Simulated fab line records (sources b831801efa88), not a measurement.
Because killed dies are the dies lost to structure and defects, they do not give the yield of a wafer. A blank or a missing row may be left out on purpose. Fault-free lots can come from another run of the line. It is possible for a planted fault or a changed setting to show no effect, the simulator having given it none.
One fault seen from 2 desks + flow gf180mcu + each desk holds nothing but its own numbers, with what lay behind them at the end

METROLOGY DESK
Lot by lot, what the gauges showed, no matter which tool ran the lot: averages of those sampled wafers that carry a number. Marked OUT: a lot whose mean sits more than 4 standard deviations from the usual mean, which makes it out of limits; the brackets give that distance.
Columns: A = CONTACT_CVD_00_THK at GF_CONTACT_THK_MEAS_01, usual 301 nm; B = CONTACT_CVD_02_THK at GF_CONTACT_THK_MEAS_03, usual 856 nm
| lot  | first seen here | A             | B   |
|------|-----------------|---------------|-----|
| L420 | day 14 20:46    | 304           | 861 |
| L421 | day 15 06:40    | 303           | 868 |
| L422 | day 15 23:28    | 304           | 855 |
| L426 | day 17 11:46    | 297           | 862 |
| L434 | day 20 05:12    | 245 (-16) OUT | 857 |
| L435 | day 20 15:17    | 200 (-28) OUT | 844 |
| L436 | day 21 02:21    | 307           | 854 |
| L437 | day 21 08:01    | 304           | 854 |
| L439 | day 21 22:47    | 305           | 842 |
| L440 | day 22 12:38    | 297           | 864 |
| L442 | day 22 22:52    | 302           | 850 |
| L443 | day 23 01:53    | 306           | 864 |
This desk finds L434, L435 out of limits, with the earliest case on L434 at day 20 05:12 (CONTACT_CVD_00_THK at GF_CONTACT_THK_MEAS_01). Within limits: L420, L421, L422, L426, L436, L437, L439, L440, L442, L443.

TOOL OWNER'S DESK, hdpcvd-01
The tool's own readings at GF_CONTACT_CVD_00 (deposits SiO2, target thk 300 nm, time 50 s): means of the sampled wafers that have a number, for each lot that ran on this tool. Marked OUT: a lot whose mean sits more than 4 standard deviations from the usual mean, which makes it out of limits; the brackets give that distance.
Columns: A = sih4_flow_sccm at GF_CONTACT_CVD_00, usual 60.01 sccm
| lot  | first seen here | A                       |
|------|-----------------|-------------------------|
| L426 | day 17 11:43    | 60.08                   |
| L434 | day 20 05:09    | 49.98 (-67) OUT         |
| L435 | day 20 15:14    | 40.07 (-99 or more) OUT |
This desk's finding: out of limits on L434, L435; first on L434, day 20 05:09 (sih4_flow_sccm at GF_CONTACT_CVD_00). Within limits: L426.

PUT TOGETHER
The tool owner's desk had the chance to raise an alarm at day 20 05:09 on L434, L435.
On L434, L435, the metrology desk was in a position to raise an alarm at day 20 05:12.
On hdpcvd-01, each named lot ran GF_CONTACT_CVD_00.

WHAT THE SIMULATOR PUT IN
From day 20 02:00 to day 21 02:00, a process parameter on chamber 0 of hdpcvd-01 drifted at GF_CONTACT_CVD_00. Setting sih4_flow_sccm shifted by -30 from 60. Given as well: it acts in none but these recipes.
Shown lots that were struck: L434, L435.
Fault start to first reading out of limits, in hours, per desk: tool owner, 3; metrology, 3.
